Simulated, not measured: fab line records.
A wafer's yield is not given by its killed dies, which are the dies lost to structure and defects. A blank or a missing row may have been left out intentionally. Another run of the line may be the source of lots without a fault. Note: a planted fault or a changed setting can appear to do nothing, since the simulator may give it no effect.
fab line records	flow gf180mcu
record: lots: 24	wafers: 72	last_day: 34
route steps=602 shown CONTACT@292 MIM@514 V5@561 TOP_METAL@570 PASSIVATION@589
lots that met no fault: taken from a fault-free run of the same line
start_h: hours from the record's opening day to when the first of the lot's shown wafers began	wait_h: hours from the lot's prior step to this one	" repeats the value in the row above	L1.1+2: one row covering several wafers at once	- no value present, or no start provided	* or withheld: withheld	< > ~ a bound
route shown NAME@n: names a module that has steps shown in the file, with the first one's number in the route	usual: mean/standard deviation taken from wafers without a fault	same: alike in all rows	chamber/n: place in a boat	sites: the reading at each site	_std_site: the standard deviation of these	_edge_site: inner sites' mean taken away from outer sites' mean	radius_mm: how far each site lies from the wafer's centre	mask NAME#n: copy n	behind: the tool/chamber that last shaped the wafer	hold: cause of the lot's hold/its duration in hours/its outcome	device: names the non-switching transistor (n, p or np)	end of line: tests run on the same wafers once the route is complete	a step given without rows: its recipe and nothing more	killed: count of dies lost to structure and defects at first sort (not the wafer's yield)	map: a wafer's dies, x killed, . not, _ none there
set.NAME: the setting as run; set.NAME@STEP: as run at that earlier step	model.NAME: the simulator's own value behind a step, which no gauge read
one table for each step of the route and one row for each wafer, over a sample of lots
services: when a tool's chamber went out of use (start_h, in hours from the record's first day, below 0 if earlier), for how many hours, and the reason
== steps ==
step: GF_CONTACT_BOW_MEAS_05
recipe: mode: bow
usual: CONTACT_BOW: 67/7.2
lot.wafer	tool	chamber	start_h	wait_h	CONTACT_BOW[um]
L074.2	film_metro-01	-	336.07	0.2	72
L074.3	"	-	"	"	80
L074.6	"	-	"	"	68
L075.1	film_metro-01	-	342.22	0.1	70
L075.4	"	-	"	"	68
L075.6	"	-	"	"	68
L076.1	film_metro-04	-	355.95	0.1	63
L076.4	"	-	"	"	77
L076.5	"	-	"	"	76
L077.1	film_metro-01	-	367.91	0.2	66
L077.3	"	-	"	"	63
L077.5	"	-	"	"	60
L078.2	film_metro-03	-	373.01	0.1	74
L078.3	"	-	"	"	70
L078.4	"	-	"	"	75
L079.1	film_metro-04	-	381.18	0.2	57
L079.2	"	-	"	"	85
L079.5	"	-	"	"	70
L080.3	film_metro-03	-	392.88	0.2	57
L080.4	"	-	"	"	70
L080.6	"	-	"	"	72
L081.4	film_metro-01	-	401.39	0.2	76
L081.5	"	-	"	"	69
L081.6	"	-	"	"	79
L082.2	film_metro-04	-	419.21	0.1	62
L082.3	"	-	"	"	64
L082.6	"	-	"	"	58
L083.1	film_metro-01	-	440.71	0.2	70
L083.2	"	-	"	"	72
L083.5	"	-	"	"	60
L084.2	film_metro-03	-	444.92	0.3	51
L084.5	"	-	"	"	58
L084.6	"	-	"	"	67
L086.3	film_metro-03	-	451.19	0.2	67
L086.4	"	-	"	"	76
L086.5	"	-	"	"	57
L085.1	film_metro-01	-	459.95	0.1	62
L085.4	"	-	"	"	55
L085.5	"	-	"	"	73
L087.1	film_metro-03	-	468.72	0.1	77
L087.3	"	-	"	"	75
L087.5	"	-	"	"	68
L088.2	film_metro-01	-	471.89	0.2	55
L088.4	"	-	"	"	51
L088.5	"	-	"	"	75
L089.1	film_metro-01	-	474.97	0.1	74
L089.3	"	-	"	"	73
L089.4	"	-	"	"	76
L090.2	film_metro-01	-	481.44	0.2	55
L090.3	"	-	"	"	67
L090.4	"	-	"	"	68
L091.2	film_metro-03	-	488.19	0.1	68
L091.4	"	-	"	"	69
L091.5	"	-	"	"	65
L092.3	film_metro-01	-	499.16	0.2	65
L092.4	"	-	"	"	55
L092.6	"	-	"	"	55
L093.1	film_metro-01	-	504.90	0.1	74
L093.4	"	-	"	"	58
L093.6	"	-	"	"	74
L094.1	film_metro-01	-	513.82	0.2	70
L094.3	"	-	"	"	67
L094.6	"	-	"	"	79
L095.1	film_metro-04	-	525.20	0.2	77
L095.3	"	-	"	"	64
L095.6	"	-	"	"	70
L096.2	film_metro-04	-	532.72	0.2	62
L096.4	"	-	"	"	69
L096.5	"	-	"	"	72
L097.3	film_metro-01	-	537.09	0.2	63
L097.4	"	-	"	"	58
L097.5	"	-	"	"	79
step: GF_MIM_THK_MEAS_11
recipe: thk_meas_gauge: xrf	reads: AlCu_of_MIM_SPUTTER_08
usual: MIM_ALCU_THK: 203.4/2.4
lot.wafer	tool	chamber	start_h	wait_h	MIM_ALCU_THK[nm]
L074.2	film_metro-02	-	559.72	0.1	205.8
L074.3	"	-	"	"	202.1
L074.6	"	-	"	"	202.9
L075.1	film_metro-01	-	564.13	0.1	203.8
L075.4	"	-	"	"	202.4
L075.6	"	-	"	"	203.9
L076.1	film_metro-02	-	579.40	0.1	203.9
L076.4	"	-	"	"	202.8
L076.5	"	-	"	"	203.5
L077.1	film_metro-01	-	591.64	0.1	206.2
L077.3	"	-	"	"	202.6
L077.5	"	-	"	"	207.2
L078.2	film_metro-02	-	596.86	0.1	203.9
L078.3	"	-	"	"	204.7
L078.4	"	-	"	"	208.1
L079.1	film_metro-02	-	604.62	0.1	204.8
L079.2	"	-	"	"	202.9
L079.5	"	-	"	"	203.7
L080.3	film_metro-02	-	614.43	0.1	199.2
L080.4	"	-	"	"	201.2
L080.6	"	-	"	"	200.4
L081.4	film_metro-02	-	622.22	0.1	201.8
L081.5	"	-	"	"	199.0
L081.6	"	-	"	"	199.8
L082.2	film_metro-02	-	637.92	0.1	205.3
L082.3	"	-	"	"	205.8
L082.6	"	-	"	"	203.1
L083.1	film_metro-01	-	655.56	0.1	202.3
L083.2	"	-	"	"	201.6
L083.5	"	-	"	"	202.3
L084.2	film_metro-01	-	657.38	0.1	204.1
L084.5	"	-	"	"	205.1
L084.6	"	-	"	"	203.4
L086.3	film_metro-03	-	664.68	0.1	202.6
L086.4	"	-	"	"	203.1
L086.5	"	-	"	"	201.8
L085.1	film_metro-02	-	670.06	0.1	201.7
L085.4	"	-	"	"	204.7
L085.5	"	-	"	"	200.0
L087.1	film_metro-02	-	677.26	0.1	204.1
L087.3	"	-	"	"	205.4
L087.5	"	-	"	"	204.0
L088.2	film_metro-02	-	679.87	0.1	206.2
L088.4	"	-	"	"	205.5
L088.5	"	-	"	"	203.6
L089.1	film_metro-02	-	683.86	0.1	205.3
L089.3	"	-	"	"	206.7
L089.4	"	-	"	"	206.2
L090.2	film_metro-03	-	687.23	0.1	199.6
L090.3	"	-	"	"	201.4
L090.4	"	-	"	"	199.1
L091.2	film_metro-02	-	691.26	0.1	207.6
L091.4	"	-	"	"	205.0
L091.5	"	-	"	"	205.1
L092.3	film_metro-03	-	700.03	0.1	200.3
L092.4	"	-	"	"	199.6
L092.6	"	-	"	"	204.4
L093.1	film_metro-02	-	705.41	0.1	204.7
L093.4	"	-	"	"	202.8
L093.6	"	-	"	"	201.9
L094.1	film_metro-01	-	712.87	0.1	201.1
L094.3	"	-	"	"	201.8
L094.6	"	-	"	"	202.7
L095.1	film_metro-02	-	720.06	0.1	207.6
L095.3	"	-	"	"	206.5
L095.6	"	-	"	"	205.9
L096.2	film_metro-03	-	726.93	0.1	201.0
L096.4	"	-	"	"	200.3
L096.5	"	-	"	"	199.7
L097.3	film_metro-01	-	730.95	0.1	202.7
L097.4	"	-	"	"	204.9
L097.5	"	-	"	"	205.1
step: GF_V5_SPUTTER_21
recipe: material: Ti	target_thk_nm: 15	chamber_pressure_pa: 5	power_w: 2500	substrate_temp_c: 200	time_s: 80.02
usual: substrate_temp_c: 199.98/0.16	throttle_valve_pct: 29.4/0.75
lot.wafer	tool	chamber	start_h	wait_h	substrate_temp_c	throttle_valve_pct
L074.2	pvd_sputter-01	-	626.41	0.0	199.90	29.5
L074.3	"	-	"	"	199.68	29.7
L074.6	"	-	"	"	199.76	29.6
L075.1	pvd_sputter-01	-	630.82	0.0	200.16	29.1
L075.4	"	-	"	"	199.90	27.5
L075.6	"	-	"	"	200.01	29.6
L076.1	pvd_sputter-03	-	643.01	0.0	200.05	29.5
L076.4	"	-	"	"	199.72	29.2
L076.5	"	-	"	"	199.92	29.4
L077.1	pvd_sputter-01	-	654.71	0.0	199.98	29.6
L077.3	"	-	"	"	200.27	27.6
L077.5	"	-	"	"	199.97	29.5
L078.2	pvd_sputter-01	-	660.75	0.0	199.98	29.0
L078.3	"	-	"	"	199.96	29.6
L078.4	"	-	"	"	199.98	27.5
L079.1	pvd_sputter-04	-	667.26	0.0	199.64	30.3
L079.2	"	-	"	"	199.89	29.9
L079.5	"	-	"	"	199.51	29.9
L080.3	pvd_sputter-03	-	676.23	0.0	199.91	29.3
L080.4	"	-	"	"	199.81	29.4
L080.6	"	-	"	"	200.04	29.6
L081.4	pvd_sputter-03	-	682.87	0.0	199.81	29.0
L081.5	"	-	"	"	200.15	29.2
L081.6	"	-	"	"	200.05	29.5
L082.2	pvd_sputter-03	-	697.80	0.0	199.85	29.4
L082.3	"	-	"	"	200.01	28.8
L082.6	"	-	"	"	199.95	29.6
L083.1	pvd_sputter-04	-	713.54	0.0	199.96	29.7
L083.2	"	-	"	"	200.27	30.1
L083.5	"	-	"	"	199.85	29.8
L084.2	pvd_sputter-04	-	716.72	0.0	200.04	30.5
L084.5	"	-	"	"	200.03	29.6
L084.6	"	-	"	"	200.03	29.9
L086.3	pvd_sputter-04	-	722.81	0.0	199.90	30.5
L086.4	"	-	"	"	199.92	29.4
L086.5	"	-	"	"	199.74	30.7
L085.1	pvd_sputter-04	-	728.36	0.0	199.97	30.6
L085.4	"	-	"	"	200.26	29.6
L085.5	"	-	"	"	200.13	30.7
L087.1	pvd_sputter-04	-	734.15	0.0	200.18	30.6
L087.3	"	-	"	"	199.91	30.4
L087.5	"	-	"	"	200.25	30.2
L088.2	pvd_sputter-01	-	736.80	0.0	199.92	28.8
L088.4	"	-	"	"	199.79	29.9
L088.5	"	-	"	"	200.06	27.5
L089.1	pvd_sputter-04	-	740.42	0.0	200.32	30.3
L089.3	"	-	"	"	199.84	29.4
L089.4	"	-	"	"	199.91	30.2
L090.2	pvd_sputter-03	-	743.80	0.0	200.05	29.4
L090.3	"	-	"	"	199.78	28.9
L090.4	"	-	"	"	200.02	29.2
L091.2	pvd_sputter-03	-	747.86	0.0	199.95	29.1
L091.4	"	-	"	"	200.20	29.0
L091.5	"	-	"	"	200.10	29.1
L092.3	pvd_sputter-01	-	755.01	0.0	199.85	29.0
L092.4	"	-	"	"	199.76	29.7
L092.6	"	-	"	"	200.29	29.3
L093.1	pvd_sputter-03	-	760.52	0.0	200.01	29.3
L093.4	"	-	"	"	199.98	28.7
L093.6	"	-	"	"	200.05	28.8
L094.1	pvd_sputter-01	-	766.86	0.0	200.23	29.7
L094.3	"	-	"	"	200.29	29.4
L094.6	"	-	"	"	200.15	29.4
L095.1	pvd_sputter-01	-	773.53	0.0	199.87	27.4
L095.3	"	-	"	"	200.01	29.8
L095.6	"	-	"	"	200.03	29.9
L096.2	pvd_sputter-04	-	778.94	0.0	200.05	30.5
L096.4	"	-	"	"	199.92	30.0
L096.5	"	-	"	"	199.94	30.6
L097.3	pvd_sputter-03	-	783.24	0.0	200.22	29.2
L097.4	"	-	"	"	199.87	28.9
L097.5	"	-	"	"	199.83	29.1
step: GF_TOP_METAL_SPUTTER_03
recipe: material: Ti	target_thk_nm: 5	substrate_temp_c: 300	chamber_pressure_pa: 0.3	power_w: 3000	time_s: 3.3
usual: substrate_temp_c: 300.02/0.19	throttle_valve_pct: 29.3/0.89
lot.wafer	tool	chamber	start_h	wait_h	substrate_temp_c	throttle_valve_pct
L074.2	pvd_sputter-02	-	627.27	0.0	299.99	28.7
L074.3	"	-	"	"	300.02	28.4
L074.6	"	-	"	"	300.15	30.2
L075.1	pvd_sputter-02	-	631.68	0.0	299.87	28.4
L075.4	"	-	"	"	300.04	30.1
L075.6	"	-	"	"	300.04	29.0
L076.1	pvd_sputter-01	-	643.87	0.0	299.83	29.5
L076.4	"	-	"	"	300.04	29.5
L076.5	"	-	"	"	300.14	28.9
L077.1	pvd_sputter-02	-	655.58	0.0	299.83	29.9
L077.3	"	-	"	"	299.84	29.0
L077.5	"	-	"	"	300.27	30.2
L078.2	pvd_sputter-02	-	661.62	0.0	300.00	28.7
L078.3	"	-	"	"	300.03	30.6
L078.4	"	-	"	"	299.72	29.9
L079.1	pvd_sputter-02	-	668.12	0.0	300.10	30.0
L079.2	"	-	"	"	299.98	28.3
L079.5	"	-	"	"	300.02	28.4
L080.3	pvd_sputter-01	-	677.10	0.0	300.27	29.8
L080.4	"	-	"	"	300.34	29.7
L080.6	"	-	"	"	300.29	29.8
L081.4	pvd_sputter-01	-	683.73	0.0	299.58	28.9
L081.5	"	-	"	"	300.01	27.4
L081.6	"	-	"	"	299.67	29.5
L082.2	pvd_sputter-02	-	698.67	0.0	300.09	30.8
L082.3	"	-	"	"	300.00	30.1
L082.6	"	-	"	"	299.81	30.0
L083.1	pvd_sputter-01	-	714.41	0.0	299.96	27.5
L083.2	"	-	"	"	300.16	29.8
L083.5	"	-	"	"	300.07	28.9
L084.2	pvd_sputter-03	-	717.59	0.0	299.78	29.1
L084.5	"	-	"	"	299.86	29.0
L084.6	"	-	"	"	300.20	29.5
L086.3	pvd_sputter-01	-	723.69	0.0	300.25	27.4
L086.4	"	-	"	"	299.93	29.7
L086.5	"	-	"	"	299.75	27.4
L085.1	pvd_sputter-03	-	729.37	0.0	300.17	29.7
L085.4	"	-	"	"	300.34	29.2
L085.5	"	-	"	"	300.23	29.2
L087.1	pvd_sputter-02	-	735.02	0.0	299.75	30.0
L087.3	"	-	"	"	300.04	30.3
L087.5	"	-	"	"	299.90	30.4
L088.2	pvd_sputter-01	-	738.58	0.0	300.04	29.6
L088.4	"	-	"	"	300.22	29.4
L088.5	"	-	"	"	299.99	27.1
L089.1	pvd_sputter-03	-	741.29	0.0	300.03	29.1
L089.3	"	-	"	"	299.98	29.0
L089.4	"	-	"	"	299.98	29.2
L090.2	pvd_sputter-02	-	744.67	0.0	299.87	29.2
L090.3	"	-	"	"	299.88	28.2
L090.4	"	-	"	"	300.29	30.2
L091.2	pvd_sputter-01	-	748.73	0.0	299.93	29.9
L091.4	"	-	"	"	300.29	27.6
L091.5	"	-	"	"	300.30	27.6
L092.3	pvd_sputter-01	-	755.88	0.0	300.17	29.4
L092.4	"	-	"	"	299.86	27.4
L092.6	"	-	"	"	300.24	27.4
L093.1	pvd_sputter-02	-	761.39	0.0	300.02	30.6
L093.4	"	-	"	"	299.93	29.2
L093.6	"	-	"	"	299.62	30.1
L094.1	pvd_sputter-02	-	767.72	0.0	299.88	28.9
L094.3	"	-	"	"	299.69	28.4
L094.6	"	-	"	"	299.96	30.0
L095.1	pvd_sputter-03	-	774.40	0.0	300.01	29.2
L095.3	"	-	"	"	300.30	29.1
L095.6	"	-	"	"	300.02	29.2
L096.2	pvd_sputter-02	-	779.86	0.0	299.90	28.3
L096.4	"	-	"	"	299.89	30.2
L096.5	"	-	"	"	300.11	30.5
L097.3	pvd_sputter-02	-	784.18	0.0	299.95	28.3
L097.4	"	-	"	"	300.29	30.2
L097.5	"	-	"	"	299.60	30.7
step: GF_TOP_METAL_STRIP_17
recipe: chemistry: O2/N2	power_w: 1400	pressure_mtorr: 1500	platen_temp_c: 250	o2_flow_sccm: 3000	n2_flow_sccm: 300	overash_fraction: 0.5
usual: drypump_motor_current_A: 5.7/0.71	heater_power_w: 337/18	oes_product_au: 0.711/0.0046	strip_time_to_endpoint_s: 12.90/0.11
lot.wafer	tool	chamber	start_h	wait_h	drypump_motor_current_A	heater_power_w	oes_product_au	rf_hours_counter_h	strip_time_to_endpoint_s
L074.2	plasma_asher-02	0	647.86	0.1	6.8	324	0.708	22	12.86
L074.3	"	0	"	"	6.7	323	0.711	-	12.93
L074.6	"	0	"	"	6.7	315	0.713	-	12.91
L075.1	plasma_asher-03	1	651.44	0.1	4.9	320	0.708	102	12.92
L075.4	"	0	"	"	4.7	356	0.708	-	12.96
L075.6	"	1	"	"	4.9	323	0.714	-	12.93
L076.1	plasma_asher-03	0	663.26	0.1	4.7	356	0.702	104	12.95
L076.4	"	0	"	"	4.7	354	0.720	-	12.77
L076.5	"	0	"	"	4.7	358	0.713	-	12.81
L077.1	plasma_asher-03	0	675.06	0.1	4.7	361	0.718	105	13.06
L077.3	"	1	"	"	4.9	327	0.719	-	12.90
L077.5	"	1	"	"	4.9	311	0.710	-	12.95
L078.2	plasma_asher-02	1	680.91	0.1	5.4	334	0.714	25	12.88
L078.3	"	1	"	"	5.4	337	0.709	-	12.69
L078.4	"	0	"	"	6.7	324	0.712	-	12.90
L079.1	plasma_asher-02	0	687.76	0.1	6.7	332	0.717	26	13.00
L079.2	"	1	"	"	5.4	342	0.715	26	13.14
L079.5	"	0	"	"	6.8	317	0.718	-	13.03
L080.3	plasma_asher-03	0	696.02	0.1	4.7	357	0.712	-	12.99
L080.4	"	1	"	"	4.9	318	0.706	-	12.99
L080.6	"	1	"	"	4.9	329	0.714	-	12.97
L081.4	plasma_asher-02	0	702.17	0.1	6.7	323	0.706	-	12.85
L081.5	"	0	"	"	6.7	331	0.718	-	12.88
L081.6	"	1	"	"	5.4	347	0.705	-	12.92
L082.2	plasma_asher-02	1	717.11	0.1	5.4	332	0.715	31	12.79
L082.3	"	1	"	"	5.4	345	0.710	-	12.95
L082.6	"	0	"	"	6.7	323	0.710	-	12.91
L083.1	plasma_asher-02	1	732.31	0.1	5.4	334	0.701	33	12.84
L083.2	"	0	"	"	6.7	326	0.707	33	12.95
L083.5	"	0	"	"	6.7	320	0.706	-	12.82
L084.2	plasma_asher-02	0	735.20	0.3	6.7	329	0.711	33	12.79
L084.5	"	0	"	"	6.6	321	0.709	-	12.84
L084.6	"	1	"	"	5.4	338	0.714	-	12.78
L086.3	plasma_asher-02	0	740.99	0.1	6.8	330	0.710	-	12.91
L086.4	"	1	"	"	5.4	339	0.716	-	12.80
L086.5	"	1	"	"	5.4	338	0.717	-	12.83
L085.1	plasma_asher-01	0	746.88	0.3	5.2	318	0.721	56	12.82
L085.4	"	0	"	"	5.2	324	0.709	-	12.77
L085.5	"	0	"	"	5.2	316	0.707	-	12.82
L087.1	plasma_asher-02	0	752.16	0.1	6.7	327	0.709	36	12.80
L087.3	"	1	"	"	5.4	344	0.712	-	12.92
L087.5	"	1	"	"	5.4	336	0.703	-	12.92
L088.2	plasma_asher-01	1	755.59	0.1	5.4	385	0.705	57	12.89
L088.4	"	0	"	"	5.2	317	0.714	-	12.82
L088.5	"	1	"	"	5.4	373	0.708	-	12.78
L089.1	plasma_asher-02	0	758.65	0.1	6.7	327	0.719	37	12.78
L089.3	"	1	"	"	5.4	344	0.716	-	13.08
L089.4	"	0	"	"	6.7	328	0.712	-	12.83
L090.2	plasma_asher-02	0	761.60	0.2	6.7	329	0.709	37	12.91
L090.3	"	1	"	"	5.4	331	0.710	-	12.75
L090.4	"	0	"	"	6.7	316	0.713	-	12.90
L091.2	plasma_asher-01	1	765.79	0.2	5.4	364	0.715	58	12.76
L091.4	"	0	"	"	5.2	324	0.711	-	12.75
L091.5	"	1	"	"	5.4	373	0.706	-	12.94
L092.3	plasma_asher-02	1	772.79	0.1	5.4	336	0.710	-	13.00
L092.4	"	0	"	"	6.7	324	0.710	-	12.86
L092.6	"	0	"	"	6.7	326	0.712	-	12.85
L093.1	plasma_asher-01	1	777.26	0.1	5.3	378	0.718	59	12.78
L093.4	"	1	"	"	5.4	380	0.712	-	12.75
L093.6	"	1	"	"	5.4	367	0.716	-	12.79
L094.1	plasma_asher-01	0	784.13	0.1	5.2	324	0.712	60	13.09
L094.3	"	1	"	"	5.4	366	0.705	-	13.16
L094.6	"	1	"	"	5.3	378	0.713	-	12.92
L095.1	plasma_asher-02	0	789.96	0.1	6.8	335	0.707	40	13.07
L095.3	"	1	"	"	5.4	340	0.710	-	12.83
L095.6	"	0	"	"	6.7	329	0.703	-	12.91
L096.2	plasma_asher-02	0	795.61	0.1	6.7	334	0.708	41	12.81
L096.4	"	0	"	"	6.7	321	0.713	-	12.82
L096.5	"	0	"	"	6.7	320	0.702	-	12.76
L097.3	plasma_asher-01	0	799.44	0.1	5.2	323	0.710	-	12.96
L097.4	"	1	"	"	5.4	360	0.707	-	12.81
L097.5	"	0	"	"	5.2	321	0.715	-	13.00
step: GF_PASSIVATION_CVD_02
recipe: material: Si3N4	target_thk_nm: 700	time_s: 486.18	temp_c: 400	rf_w: 450
usual: heater_power_outer_w: 436/77	heater_power_w: 705/100
lot.wafer	tool	chamber	start_h	wait_h	heater_power_outer_w	heater_power_w	since_wet_clean_h
L074.2	pecvd-04	0	648.53	0.0	553	814	266
L074.3	"	1	"	"	410	689	-
L074.6	"	1	"	"	469	748	-
L075.1	pecvd-01	0	652.11	0.1	469	774	47
L075.4	"	1	"	"	451	694	-
L075.6	"	2	"	"	543	885	-
L076.1	pecvd-01	2	663.96	0.1	473	797	59
L076.4	"	1	"	"	462	718	-
L076.5	"	2	"	"	507	832	-
L077.1	pecvd-03	0	675.73	0.1	398	624	501
L077.3	"	2	"	"	417	649	501
L077.5	"	1	"	"	464	761	-
L078.2	pecvd-01	0	681.58	0.0	502	841	77
L078.3	"	2	"	"	523	859	77
L078.4	"	0	"	"	396	689	-
L079.1	pecvd-04	0	688.47	0.1	554	836	306
L079.2	"	2	"	"	287	530	306
L079.5	"	2	"	"	319	589	-
L080.3	pecvd-01	2	696.77	0.0	471	796	92
L080.4	"	2	"	"	521	857	-
L080.6	"	1	"	"	408	638	-
L081.4	pecvd-04	2	702.96	0.2	332	569	-
L081.5	"	0	"	"	442	681	-
L081.6	"	1	"	"	476	767	-
L082.2	pecvd-04	0	717.88	0.0	446	702	335
L082.3	"	1	"	"	408	694	335
L082.6	"	1	"	"	460	741	-
L083.1	pecvd-04	1	732.98	0.1	437	722	350
L083.2	"	0	"	"	515	795	350
L083.5	"	2	"	"	324	564	-
L084.2	pecvd-04	2	735.87	0.0	322	571	353
L084.5	"	1	"	"	472	787	-
L084.6	"	0	"	"	438	689	-
L086.3	pecvd-04	1	741.63	0.0	480	782	359
L086.4	"	0	"	"	541	836	-
L086.5	"	1	"	"	505	782	-
L085.1	pecvd-01	0	747.55	0.1	442	783	142
L085.4	"	0	"	"	469	813	-
L085.5	"	2	"	"	487	779	-
L087.1	pecvd-04	0	752.83	0.1	457	693	370
L087.3	"	2	"	"	329	567	370
L087.5	"	1	"	"	438	729	-
L088.2	pecvd-03	0	756.29	0.0	413	675	582
L088.4	"	0	"	"	315	532	-
L088.5	"	1	"	"	484	783	-
L089.1	pecvd-03	0	759.33	0.1	386	643	585
L089.3	"	2	"	"	523	795	585
L089.4	"	0	"	"	411	667	-
L090.2	pecvd-04	1	762.31	0.0	494	772	380
L090.3	"	2	"	"	318	564	380
L090.4	"	1	"	"	382	657	-
L091.2	pecvd-04	0	766.48	0.0	551	832	384
L091.4	"	1	"	"	510	792	-
L091.5	"	0	"	"	437	710	-
L092.3	pecvd-04	1	773.44	0.0	424	676	391
L092.4	"	2	"	"	333	587	-
L092.6	"	1	"	"	452	724	-
L093.1	pecvd-04	1	778.01	0.1	501	768	395
L093.4	"	1	"	"	388	625	-
L093.6	"	0	"	"	546	843	-
L094.1	pecvd-03	0	784.89	0.1	361	592	610
L094.3	"	2	"	"	523	785	610
L094.6	"	2	"	"	427	647	-
L095.1	pecvd-03	2	790.72	0.1	509	770	616
L095.3	"	1	"	"	478	763	616
L095.6	"	1	"	"	385	646	-
L096.2	pecvd-03	1	796.32	0.0	471	782	622
L096.4	"	2	"	"	513	787	-
L096.5	"	1	"	"	375	634	-
L097.3	pecvd-01	0	800.11	0.0	397	721	195
L097.4	"	1	"	"	386	586	-
L097.5	"	0	"	"	444	766	-
== services ==
tool	chamber	start_h	hours	kind
pecvd-04	-	608.88	2.8	pm
pecvd-01	-	614.59	14.6	pm
pvd_sputter-03	0	621.74	-	consumable_replace:kit
pvd_sputter-03	0	621.74	18.0	scheduled_down
pvd_sputter-03	0	621.74	18.0	vent_cycle
pecvd-04	2	635.84	13.1	repair
pecvd-01	-	640.79	0.5	repair
pvd_sputter-04	-	667.77	1.9	repair
plasma_asher-01	-	674.76	66.8	repair
pecvd-03	-	682.01	5.5	pm
pecvd-04	1	683.51	16.7	repair
pvd_sputter-04	-	683.56	6.2	repair
pvd_sputter-03	-	687.63	9.2	repair
pvd_sputter-02	3	695.97	-	consumable_replace:kit
pecvd-01	-	705.69	1.8	repair
plasma_asher-02	-	722.03	2.3	repair
plasma_asher-03	-	733.42	15.6	pm
pecvd-03	-	733.44	0.2	repair
plasma_asher-03	-	749.02	9.0	pm
pvd_sputter-02	-	775.26	0.8	repair
pvd_sputter-01	1	779.00	-	consumable_replace:kit
pvd_sputter-01	1	779.00	18.0	scheduled_down
pvd_sputter-01	1	779.00	18.0	vent_cycle
pecvd-04	-	793.65	14.6	pm
== key ==
fault none
